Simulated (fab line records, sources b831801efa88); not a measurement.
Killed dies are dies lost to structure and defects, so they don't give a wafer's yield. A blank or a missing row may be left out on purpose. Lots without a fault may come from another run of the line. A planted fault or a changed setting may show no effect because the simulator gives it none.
Which tool did it? | flow sky130 | 13 lots, 39 wafers sampled, at 3 steps of a route of 708

WHAT THE GAUGES READ, wafer by wafer
SKY_METAL2_CD_MEAS_15: target cd 140 nm. Usual: cd_nm 140.1 nm, standard deviation 1.8.
lot  | measured     | on        | cd_nm (nm)        | flag
L846 | day 35 15:21 | cd_sem-02 | 139.8 139.5 138.8 |
L848 | day 35 20:46 | cd_sem-02 | 137.0 138.8 138.7 |
L850 | day 36 20:21 | cd_sem-02 | 140.0 140.5 140.8 |
L851 | day 37 03:16 | cd_sem-02 | 140.8 141.5 141.6 |
L852 | day 37 15:41 | cd_sem-02 | 138.9 138.3 138.4 |
L853 | day 37 21:37 | cd_sem-02 | 140.3 142.4 140.5 |
L855 | day 38 06:23 | cd_sem-01 | 144.8 145.6 144.8 |
L856 | day 38 14:12 | cd_sem-01 | 139.7 141.6 141.1 |
L857 | day 38 19:23 | cd_sem-01 | 140.7 139.4 140.5 |
L858 | day 39 05:29 | cd_sem-02 | 138.2 140.9 139.1 |
L866 | day 41 14:13 | cd_sem-01 | 140.6 139.7 138.9 |
L867 | day 41 22:56 | cd_sem-02 | 138.5 136.5 136.0 |
L868 | day 42 14:11 | cd_sem-01 | 140.1 140.8 139.9 |

SKY_VIA2_OVL_MEAS_13. Usual: VIA2_OVL -1 nm, standard deviation 5.5.
lot  | measured     | on         | VIA2_OVL (nm) | flag
L846 | day 36 18:47 | overlay-01 | -5 2 -2       |
L848 | day 36 23:40 | overlay-02 | -11 -11 -8    |
L850 | day 37 22:47 | overlay-01 | 1 8 12        |
L851 | day 38 06:05 | overlay-01 | 8 1 2         |
L852 | day 38 18:05 | overlay-02 | -6 1 1        |
L853 | day 38 23:53 | overlay-02 | 4 -5 6        |
L855 | day 39 08:49 | overlay-01 | -3 -3 1       |
L856 | day 39 16:51 | overlay-02 | 13 4 -2       |
L857 | day 39 22:02 | overlay-01 | 1 -6 -5       |
L858 | day 40 07:28 | overlay-02 | 3 -3 3        |
L866 | day 42 14:43 | overlay-01 | -7 -7 -6      |
L867 | day 42 23:37 | overlay-02 | -4 -4 -6      |
L868 | day 43 14:43 | overlay-01 | 2 4 3         |

WHICH TOOL RAN EACH LOT (tool, then ch and the chambers of the sampled wafers, then the start)
lot  | SKY_VIA2_DEVELOP_11
L846 | litho_track-04 ch 0, day 36 18:00
L848 | litho_track-03 ch 0, day 36 23:00
L850 | litho_track-04 ch 0, day 37 22:00
L851 | litho_track-04 ch 0, day 38 05:00
L852 | litho_track-02 ch 0, day 38 17:00
L853 | litho_track-02 ch 0, day 38 23:00
L855 | litho_track-04 ch 0, day 39 08:00
L856 | litho_track-03 ch 0, day 39 16:00
L857 | litho_track-02 ch 0, day 39 21:00
L858 | litho_track-04 ch 0, day 40 07:00
L866 | litho_track-04 ch 0, day 42 14:00
L867 | litho_track-04 ch 0, day 42 23:00
L868 | litho_track-02 ch 0, day 43 14:00
- SKY_VIA2_DEVELOP_11: develop time 60 s.

WHAT THE TOOLS THEMSELVES READ (means of the sampled wafers that have a number; where no wafer has one, the mark that the record gives instead)
SKY_VIA2_DEVELOP_11. Usual: developer_temp_C 20.98 C, standard deviation 0.11; resist_line_temp_C 22.99 C, standard deviation 0.11.
lot  | tool           | developer_temp_C (C) | resist_line_temp_C (C) | flag
L846 | litho_track-04 | 21.13                | 22.94                  |
L848 | litho_track-03 | 20.95                | 23.15                  |
L850 | litho_track-04 | 20.95                | 22.93                  |
L851 | litho_track-04 | 20.98                | 23.05                  |
L852 | litho_track-02 | 20.96                | 22.95                  |
L853 | litho_track-02 | 20.99                | 22.98                  |
L855 | litho_track-04 | 20.96                | 22.94                  |
L856 | litho_track-03 | 20.92                | 23.01                  |
L857 | litho_track-02 | 20.96                | 23.07                  |
L858 | litho_track-04 | 20.78                | 23.02                  |
L866 | litho_track-04 | 23.06                | 22.90                  | OFF
L867 | litho_track-04 | 22.95                | 22.96                  | OFF
L868 | litho_track-02 | 21.09                | 22.96                  |

THE ANSWER, worked out from the rows above alone
Rule: a lot is off if the mean of its wafers that have a number lies more than 3 standard deviations from the usual mean. A lot without any number at a reading at which 4 lots or more have one is off too. The other lots that the step has rows for count as sound. The gauges are gone through in route order, then the tools' own readings, and for those a lot's mean is taken as printed above. The first step at which some lot is off is used, and at that step the reading that is off furthest; a lot without a number counts as furthest.
Off: L866, L867, at SKY_VIA2_DEVELOP_11 (developer_temp_C).
A tool fits if, at that step or a process step before it, it ran every lot that is off, and no sound lot after the first of them. One fits: litho_track-04 at SKY_VIA2_DEVELOP_11. Its last sound lot is L858 (day 40 07:00), its first lot that is off L866 (day 42 14:00): a fault that began between those two fits.
The tool's own readings at SKY_VIA2_DEVELOP_11 bear it out: on the lots that are off they differ by more than 5 times the standard deviation of the sound lots' means. developer_temp_C reads 23.00 C there against 20.97 C on the sound lots.

WHAT THE SIMULATOR HAD PUT IN
Process parameter drift: litho_track-04, from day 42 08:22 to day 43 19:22, at SKY_VIA2_DEVELOP_11. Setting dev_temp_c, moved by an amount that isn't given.
Lots struck among those shown: L866, L867. The rule above found the same.
